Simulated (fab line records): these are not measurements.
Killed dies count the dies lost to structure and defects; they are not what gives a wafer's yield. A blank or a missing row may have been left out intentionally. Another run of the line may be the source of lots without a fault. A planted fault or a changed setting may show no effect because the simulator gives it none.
Lot-split experiment | flow sfq-line | 15 wafers read from 5 lots, route of 325 steps

== ON THE SPLIT ==
At SFQ_TRILAYER_M2_BARC_OPEN_METAL_ETCH_077 (etches BARC in O2, target depth 125 nm, time 41.7 s), the setting icp-w was moved away from the recipe's 600 W on 4 of the 15 wafers read, by +5.0% to +11.6%. This setting was run at the recipe's value on the other wafers.

The reading is taken at the split's own step.

== THE READING ==
KrF_of_TRILAYER_M2_LITHO_COAT_057.thk-nm (the simulator's own value, which no gauge read), in nm, at SFQ_TRILAYER_M2_BARC_OPEN_METAL_ETCH_077 (etches BARC in O2, target depth 125 nm, time 41.7 s). No usual value for it is given in the file. Across the 11 wafers here that went through the recipe, the average is 523.8 nm and the standard deviation 1.3 nm.

wafer  | tool, chamber at the split | icp-w as run, W | against the recipe | KrF_of_TRILAYER_M2_LITHO_COAT_057.thk-nm, nm | against lot-mates on the recipe
L075.3 | rie-metal-04, 1            | 630.3           | +5.0%              | 520.2                                        | -1.3
L075.5 | rie-metal-04, 1            | 600             | recipe             | 521.5                                        | -
L076.2 | rie-metal-04, 0            | 600             | recipe             | 526.5                                        | -
L076.4 | rie-metal-04, 0            | 647.1           | +7.9%              | 522.1                                        | -4.4
L077.1 | rie-metal-04, 1            | 600             | recipe             | 523.4                                        | -
L077.2 | rie-metal-04, 0            | 600             | recipe             | 523                                          | -
L077.3 | rie-metal-04, 1            | 600             | recipe             | 523.5                                        | -
L077.4 | rie-metal-04, 0            | 600             | recipe             | 523.8                                        | -
L077.5 | rie-metal-04, 1            | 600             | recipe             | 523.6                                        | -
L082.2 | rie-metal-03, 1            | 669.6           | +11.6%             | 514.7                                        | -8.3
L082.5 | rie-metal-03, 0            | 600             | recipe             | 523                                          | -
L082.6 | rie-metal-03, 1            | 669.6           | +11.6%             | 514.4                                        | -8.6
L083.2 | rie-metal-01, 1            | 600             | recipe             | 523                                          | -
L083.3 | rie-metal-01, 0            | 600             | recipe             | 525.9                                        | -
L083.6 | rie-metal-01, 1            | 600             | recipe             | 524.3                                        | -

THE FIT
A straight line over all 15 wafers: KrF_of_TRILAYER_M2_LITHO_COAT_057.thk-nm changes by -0.698 nm for each +1% of icp-w; r = -0.89; the points scatter about the line by 1.7 nm.
The same after taking each lot's own level away (the mean of its wafers on the recipe; 15 wafers): -0.678 nm for each +1%; r = -0.96; scatter 0.9 nm.
That fit puts the effect of the largest move of icp-w on the reading at 7.9 nm.
The span of the lots' own levels, 521.50 to 526.50 nm, comes to 3.8 times the standard deviation stated above.
The two slopes are in agreement: the lot-to-lot level therefore moves the slope only a little.
Check: for one of the wafers moved furthest among these (+11.6%), held out of the fit, the line's prediction against its lot-mates is -7.4 nm. It came out at -8.3 nm against them.

== FILE'S OWN FIT ==
KrF_of_TRILAYER_M2_LITHO_COAT_057.thk-nm changes by -0.641 nm for each +1% of icp-w, r = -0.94.
